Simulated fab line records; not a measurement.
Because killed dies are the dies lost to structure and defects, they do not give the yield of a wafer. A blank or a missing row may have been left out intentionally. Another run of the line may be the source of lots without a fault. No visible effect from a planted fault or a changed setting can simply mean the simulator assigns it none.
One fault through the eyes of 2 desks / flow sky130 / each desk holds nothing but its own numbers, with what lay behind them at the end

== FROM THE METROLOGY DESK ==
Lot by lot, what the gauges showed, no matter which tool ran the lot: averages of those sampled wafers that carry a number. A lot is out of limits, marked OUT, if its mean lies more than 4 standard deviations from the usual mean; the brackets give that distance.
Columns: A = VT_ADJUST_NCORE_OVL at SKY_VT_ADJUST_NCORE_OVL_MEAS_08, usual 1.0 nm; B = cdNm at SKY_VT_ADJUST_HVTR_CD_MEAS_07, usual 379.9 nm; C = SONOS_ONO_CVD_04_THK at SKY_SONOS_ONO_THK_MEAS_05, usual 5.67 nm
lot=L323; first seen here=day 8 04:24; A=1.1; B=378.0; C=5.72
lot=L324; first seen here=day 8 19:59; A=3.1; B=378.5; C=5.85
lot=L325; first seen here=day 9 02:55; A=0.3; B=384.8; C=5.67
lot=L326; first seen here=day 9 07:43; A=2.6; B=383.4; C=5.66
lot=L327; first seen here=day 9 14:58; A=2.1; B=382.9; C=5.84
lot=L329; first seen here=day 10 15:06; A=-0.1; B=376.4; C=5.79
lot=L332; first seen here=day 11 07:25; A=2.1; B=379.0; C=5.67
lot=L334; first seen here=day 11 17:43; A=2.1; B=379.7; C=5.75
lot=L333; first seen here=day 11 18:01; A=0.8; B=378.2; C=5.57
lot=L335; first seen here=day 12 02:46; A=2.2; B=378.9; C=5.74
lot=L346; first seen here=day 15 14:33; A=2.0; B=380.1; C=6.36 (+5.8) OUT
lot=L345; first seen here=day 15 16:27; A=-1.5; B=382.7; C=6.22 (+4.6) OUT
This desk reports L345, L346 out of limits; the earliest was L346 at day 19 12:38 (SONOS_ONO_CVD_04_THK at SKY_SONOS_ONO_THK_MEAS_05). Within limits: L323, L324, L325, L326, L327, L329, L332, L334, L333, L335.

== FOR THE TOOL OWNER'S DESK: lpcvd-03 ==
The tool's own readings at SKY_SONOS_ONO_CVD_04 (deposits SiO2 from SiH4/N2O, target thk 5.7199 nm): means of the sampled wafers that have a number, for each lot that ran on this tool. A lot is out of limits, marked OUT, if its mean lies more than 4 standard deviations from the usual mean; the brackets give that distance.
Columns: A = pressureMtorr at SKY_SONOS_ONO_CVD_04, usual 400.1 mTorr; B = spikeTcTopC at SKY_SONOS_ONO_CVD_04, usual 911.8 C; C = zonePowerCentrePct at SKY_SONOS_ONO_CVD_04, usual 21.5 %; D = zonePowerUpperPct at SKY_SONOS_ONO_CVD_04, usual 18.8 %
lot=L323; first seen here=day 11 01:34; A=399.0; B=912.8; C=22.7; D=19.1
lot=L324; first seen here=day 12 01:26; A=399.4; B=912.0; C=22.8; D=19.0
lot=L325; first seen here=day 12 02:41; A=400.4; B=910.5; C=20.5; D=18.5
lot=L326; first seen here=day 12 10:06; A=400.2; B=910.9; C=20.8; D=18.6
lot=L327; first seen here=day 12 17:17; A=399.8; B=910.9; C=20.8; D=18.7
lot=L329; first seen here=day 13 23:28; A=399.3; B=911.5; C=20.9; D=18.6
lot=L332; first seen here=day 14 15:47; A=400.2; B=911.9; C=22.7; D=19.1
lot=L334; first seen here=day 15 00:37; A=399.1; B=912.0; C=20.6; D=18.8
lot=L333; first seen here=day 15 01:52; A=401.0; B=911.6; C=20.7; D=18.7
lot=L335; first seen here=day 15 10:47; A=400.6; B=911.2; C=20.7; D=18.4
lot=L346; first seen here=day 19 10:45; A=480.9 (+99 or more) OUT; B=912.1; C=20.8; D=18.5
lot=L345; first seen here=day 19 12:38; A=480.9 (+99 or more) OUT; B=911.9; C=20.7; D=18.5
This desk's finding: out of limits on L345, L346; first on L346, day 19 10:45 (pressureMtorr at SKY_SONOS_ONO_CVD_04). Within limits: L323, L324, L325, L326, L327, L329, L332, L334, L333, L335.

== TAKEN TOGETHER ==
At day 19 10:45, on L345, L346, the tool owner's desk was in a position to raise an alarm.
The metrology desk could have raised an alarm at day 19 12:38, on L345, L346.
Every lot named ran SKY_SONOS_ONO_CVD_04 on lpcvd-03.

== WHAT HAD BEEN PUT IN BY THE SIMULATOR ==
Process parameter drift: lpcvd-03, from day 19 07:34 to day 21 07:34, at SKY_SONOS_ONO_CVD_04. The setting pressureMtorr was moved by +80, starting from 400.
Struck lots among those shown: L345, L346.
Time in hours from fault onset to the first out-of-limits reading at each desk: tool owner's desk 3, metrology desk 5.
